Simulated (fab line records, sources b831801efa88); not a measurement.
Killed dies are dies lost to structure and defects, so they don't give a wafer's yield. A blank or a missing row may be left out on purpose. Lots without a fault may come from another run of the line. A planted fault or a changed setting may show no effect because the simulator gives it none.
Which tool did it? | flow gf180mcu | 6 lots, 18 wafers sampled, at 4 steps of a route of 602

WHAT THE GAUGES READ, wafer by wafer
GF_V2_RS_MEAS_24: measures by four-point-probe.
lot  | measured     | on            | V2_W_RS (ohm/sq)
L962 | day 21 08:08 | film_metro-01 | 0.325 0.332 0.329
L966 | day 22 17:40 | film_metro-03 | 0.327 0.325 0.327
L968 | day 23 13:50 | film_metro-01 | 0.325 0.323 0.325
L972 | day 24 16:37 | film_metro-01 | 0.323 0.326 0.326
L976 | day 25 22:13 | film_metro-04 | 0.365 0.359 0.362
L983 | day 28 01:07 | film_metro-01 | 0.334 0.329 0.331

WHICH TOOL RAN EACH LOT (tool, then ch and the chambers of the sampled wafers, then the start)
lot  | GF_V2_CMP_04                  | GF_V2_SPUTTER_22             | GF_V2_CVD_23
L962 | cmp-01 ch 0,3, day 20 06:23   | pvd_sputter-03, day 21 07:59 | cvd_w-02 ch 0,1, day 21 08:02
L966 | cmp-01 ch 1,3, day 21 16:46   | pvd_sputter-03, day 22 17:29 | cvd_w-02 ch 0,1, day 22 17:34
L968 | cmp-02 ch 0,1,2, day 22 12:57 | pvd_sputter-03, day 23 13:38 | cvd_w-02 ch 0,1, day 23 13:43
L972 | cmp-02 ch 1,2,3, day 23 17:03 | pvd_sputter-03, day 24 16:28 | cvd_w-01 ch 0,1, day 24 16:31
L976 | cmp-02 ch 0,1,3, day 25 00:04 | pvd_sputter-03, day 25 22:04 | cvd_w-02 ch 0,1, day 25 22:06
L983 | cmp-02 ch 1,2,3, day 27 03:38 | pvd_sputter-02, day 28 00:58 | cvd_w-01 ch 0,1, day 28 01:01
- GF_V2_CMP_04: polishes SiO2.
- GF_V2_SPUTTER_22: material TiN, target thk 10 nm, time 40 s.
- GF_V2_CVD_23: deposits W, target thk 350 nm, time 104.94 s.

THE ANSWER, worked out from the rows above alone
Rule: what is usual is taken from the lots themselves. Put in order of their means at a reading, lots are off if they are a third of the lots or fewer, leave a main group of 4 or more, and stand apart from it by a gap of 3 or more times the standard deviation of the main group's means; of several such gaps the widest counts. A main group whose means are all the same, to the digits that the tables above print for the reading, isn't used. A lot without any number at a reading at which 4 lots or more have one is off too. The other lots that the step has rows for count as sound.
Off: L976, at GF_V2_RS_MEAS_24 (V2_W_RS). The main group: mean 0.327 ohm/sq, standard deviation 0.0026.
A tool fits if, at a process step before that reading, it ran every lot that is off, and no sound lot after the first of them. The gauges at GF_V2_RS_MEAS_24 are tried like those tools. Can't be told from this: 3 tools fit, pvd_sputter-03 at GF_V2_SPUTTER_22, cvd_w-02 at GF_V2_CVD_23, film_metro-04 at GF_V2_RS_MEAS_24.

WHAT THE SIMULATOR HAD PUT IN
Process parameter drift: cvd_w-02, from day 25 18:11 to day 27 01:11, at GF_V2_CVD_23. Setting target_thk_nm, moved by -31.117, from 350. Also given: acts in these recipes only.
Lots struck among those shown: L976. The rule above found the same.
